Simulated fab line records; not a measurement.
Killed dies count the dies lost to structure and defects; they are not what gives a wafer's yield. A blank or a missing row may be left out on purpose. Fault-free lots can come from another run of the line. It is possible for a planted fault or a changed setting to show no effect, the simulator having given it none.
Comparing a struck lot with a sound one + flow sky130 + 43 out of 708 route steps
Sound: these wafers, L337.1, L337.2, L337.4. Struck: wafers L343.4, L343.6. (L343.3 of the same lot was not struck and is left out.) The cause comes at the end.
Order at every step that has rows: each side's tool, ch and its chambers, its first start. Under that, the readings that differ: sound wafers + struck wafers + difference of the means + sigmas: that difference in standard deviations of wafers without a fault.
alike: words and numbers the same on both sides, and readings whose means are apart by under 2 such deviations; not compared: readings that were withheld, readings missing a value for some wafer, numbers with overlapping values and no deviation given by the record, and bounds like >300 which may hide the same value.
The two part at a step that has a row with sigmas, a row that says differs or no value, or rows on one side only. When numbers do not overlap yet have no deviation, they are printed without sigmas and do not part them. A reading missing from all wafers of one side parts the sides only when that side holds two or more wafers.

SKY_SPACER_ETCHBACK_02: etches Si3N4 in CH3F/O2, stops on SiO2, time 46.7 s, target depth 45 nm.
  sound on rie diel-01 ch 1,2,3, day 24 12:41; struck on rie diel-04 ch 0,1, day 26 21:43
| reading               | sound             | struck      | difference | sigmas |
|-----------------------|-------------------|-------------|------------|--------|
| oes product au (a.u.) | 0.862 0.860 0.862 | 0.845 0.847 | -0.015     | -2     |
  alike: ch3f flow sccm, drypump motor current A, throttle valve pct
  not compared: rf hours counter h
then, 8 steps without rows for these wafers: SKY_POLY_CUT_DEHYDRATE_00 (time 60 s); SKY_POLY_CUT_HMDS_01 (prime time 60 s); SKY_POLY_CUT_COAT_02 (resist thk 60 nm); SKY_POLY_CUT_COAT_03 (resist thk 450 nm); SKY_POLY_CUT_SOFTBAKE_04 (time 90 s); SKY_POLY_CUT_EXPOSE_05 (exposes mask NPCM, target cd 270 nm); SKY_POLY_CUT_PEB_06; SKY_POLY_CUT_DEVELOP_07 (develop time 60 s).
SKY_POLY_CUT_CD_MEAS_08: the cd target is 270 nm.
  sound on cd sem-02 at day 25 17:43; struck on cd sem-01 at day 28 02:19
  alike: cd nm
SKY_POLY_CUT_OVL_MEAS_09:
  sound on overlay-01 at day 25 17:50; struck on overlay-01 at day 28 02:25
  alike: POLY_CUT_OVL
SKY_POLY_CUT_ETCH_10: etches BARC in N2/H2, stops on SiO2, time 45.9 s, target depth 60 nm.
  sound on rie diel-01 ch 0,1,3, day 25 17:52; struck on rie diel-03 ch 2,3, day 28 02:26
  alike: drypump motor current A, oes product au, throttle valve pct
  not compared: rf hours counter h
SKY_POLY_CUT_ETCH_11: etches Si3N4 in CF4/CH2F2/Ar, stops on poly-Si, time 42.5 s, target depth 60 nm.
  sound on rie diel-01 ch 0,1,3, day 25 17:55; struck on rie diel-03 ch 2,3, day 28 02:28
| reading                              | sound             | struck      | difference | sigmas |
|--------------------------------------|-------------------|-------------|------------|--------|
| oes product au (a.u.)                | 0.826 0.844 0.825 | 0.820 0.815 | -0.014     | -2     |
| model.etch.depth nm (nm)             | 63 63.01 62.51    | 60.74 60.64 | -2.15      |        |
| model.POLY_CUT.feature depth nm (nm) | 63 63.01 62.51    | 60.74 60.64 | -2.15      |        |
  alike: drypump motor current A, throttle valve pct
  not compared: rf hours counter h
SKY_POLY_CUT_STRIP_12: strips in O2/N2.
  sound on plasma asher-04 ch 0,1, day 25 17:57; struck on plasma asher-03 ch 0,1, day 28 02:33
| reading               | sound             | struck      | difference | sigmas |
|-----------------------|-------------------|-------------|------------|--------|
| oes product au (a.u.) | 0.454 0.455 0.461 | 0.445 0.449 | -0.010     | -2     |
  alike: drypump motor current A, strip time to endpoint s
  not compared: rf hours counter h
then, 7 steps without rows for these wafers: SKY_SD_P_DEHYDRATE_00 (time 60 s); SKY_SD_P_HMDS_01 (prime time 60 s); SKY_SD_P_COAT_02 (resist thk 1140 nm); SKY_SD_P_SOFTBAKE_03 (time 60 s); SKY_SD_P_EXPOSE_04 (exposes mask PSDM, target cd 380 nm); SKY_SD_P_PEB_05; SKY_SD_P_DEVELOP_06 (develop time 60 s).
SKY_SD_P_CD_MEAS_07: the cd target is 380 nm.
  rows exist in the record for the sound wafers here (cd sem-02, day 26 22:32), none for the struck ones
SKY_SD_P_OVL_MEAS_08:
  rows exist in the record for the sound wafers here (overlay-02, day 26 22:40), none for the struck ones
then, 1 step without rows for these wafers: SKY_SD_P_IMPLANT_09.
SKY_SD_P_STRIP_10: strips in O2/N2.
  the record has rows for the sound wafers here (plasma asher-02 ch 0,1, day 26 22:51) and none for the struck ones
SKY_SD_P_TW_MEAS_11:
  rows exist in the record for the sound wafers here (film metro-01, day 26 22:57), none for the struck ones
then, 8 steps without rows for these wafers: SKY_RES_XHIGH_DEHYDRATE_00 (time 60 s); SKY_RES_XHIGH_HMDS_01 (prime time 60 s); SKY_RES_XHIGH_COAT_02 (resist thk 1140 nm); SKY_RES_XHIGH_SOFTBAKE_03 (time 60 s); SKY_RES_XHIGH_EXPOSE_04 (exposes mask URPM, target cd 1270 nm); SKY_RES_XHIGH_PEB_05; SKY_RES_XHIGH_DEVELOP_06 (develop time 60 s); SKY_RES_XHIGH_IMPLANT_07.
SKY_RES_XHIGH_STRIP_08: strips in O2/N2.
  the record has rows for the sound wafers here (plasma asher-02 ch 0,1, day 28 03:56) and none for the struck ones
SKY_RES_XHIGH_TW_MEAS_09:
  rows exist in the record for the sound wafers here (film metro-02, day 28 04:02), none for the struck ones
then, 6 steps without rows for these wafers: SKY_SD_N_DEHYDRATE_00 (time 60 s); SKY_SD_N_HMDS_01 (prime time 60 s); SKY_SD_N_COAT_02 (resist thk 1140 nm); SKY_SD_N_SOFTBAKE_03 (time 60 s); SKY_SD_N_EXPOSE_04 (exposes mask NSDM, target cd 380 nm); SKY_SD_N_PEB_05.
-- a jump in the record: the struck wafers' starts before and after are 20 days apart (it breaks off in module SD_N and resumes in module PAD_OPEN, where the first step shown is number 708 of the route) --
SKY_PAD_OPEN_PROBE_99:
  sound on prober-01 at day 46 18:47; struck on prober-01 at day 48 10:55
| reading             | sound    | struck  | difference | sigmas |
|---------------------|----------|---------|------------|--------|
| killed at front end | 19 17 14 | 338 338 | +321       | +80    |
| killed dies         | 89 85 90 | 405 403 | +316       | +35    |
| killed on rim       | 21 19 12 | 96 96   | +79        | +22    |
  alike: killed_at_M0_to_M3, killed_at_M4_up, killed at contacts, killed at other, killed open, killed short

== WHERE THEY PART ==
Last at SKY_PAD_OPEN_PROBE_99 as far as this record goes, first at SKY_SPACER_ETCHBACK_02.

WHY: what the simulator had put in
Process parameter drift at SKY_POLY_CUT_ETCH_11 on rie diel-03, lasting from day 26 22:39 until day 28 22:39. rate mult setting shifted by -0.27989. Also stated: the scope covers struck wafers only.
